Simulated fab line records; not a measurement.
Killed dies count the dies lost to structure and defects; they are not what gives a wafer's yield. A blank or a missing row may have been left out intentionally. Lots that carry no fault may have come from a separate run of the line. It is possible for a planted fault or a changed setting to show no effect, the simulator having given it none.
Chamber matching	flow sky130	4 sister chambers for SKY_FIELD_ISO_CMP_27 on cmp-01
The step polishes, stops on Si3N4, t overpolish 16 s, target thk 457.8 nm. 4 wafers are shown with their chamber, then 12 later ones without.

## EACH WAFER AND ITS CHAMBER
wafer	chamber	motor current A (A)
L086.1	2	12.6
L088.1	1	12.5
L088.3	0	12.4
L088.4	3	15.0

## WAFERS MISSING THEIR CHAMBER
wafer	motor current A (A)
L092.1	12.4
L092.3	12.5
L092.5	12.8
L094.3	13.8
L094.5	12.7
L094.6	14.0
L095.2	13.6
L095.4	12.8
L095.6	13.9
L097.1	12.0
L097.4	13.2
L097.5	11.9

## WHICH CHAMBER EACH WENT THROUGH
wafer	from the rows above	in truth
L092.1	can't be placed: 0 or 1 or 2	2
L092.3	can't be placed: 1 or 0 or 2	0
L092.5	can't be placed: 2 or 1 or 0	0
L094.3	can't be placed: 3 or 2 or 1 or 0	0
L094.5	can't be placed: 2 or 1 or 0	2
L094.6	can't be placed: 3 or 2 or 1 or 0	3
L095.2	can't be placed: 2 or 1 or 0 or 3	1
L095.4	can't be placed: 2 or 1 or 0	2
L095.6	can't be placed: 3 or 2 or 1 or 0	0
L097.1	can't be placed: 0 or 1 or 2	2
L097.4	can't be placed: 2 or 1 or 0 or 3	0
L097.5	can't be placed: 0 or 1 or 2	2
Correctly placed: 0 of 12. Cannot be placed on the basis of these rows: 12; the candidates contain the true chamber in 12. Wrongly placed: 0.
How it was worked out, from the rows above alone: a wafer's distance from a chamber is the root of the sum, over the readings, of the square of ((its reading less the chamber's mean) divided by the reading's scatter). If the next closest chamber is less than 2 further off than the closest, the wafer can't be placed; otherwise it belongs to the closest. For every chamber, the mean is computed from those of its wafers that are shown. The scatter (one wafer shown for each chamber): square how far every hidden wafer sits from the nearest shown wafer, average those squares and take the square root.
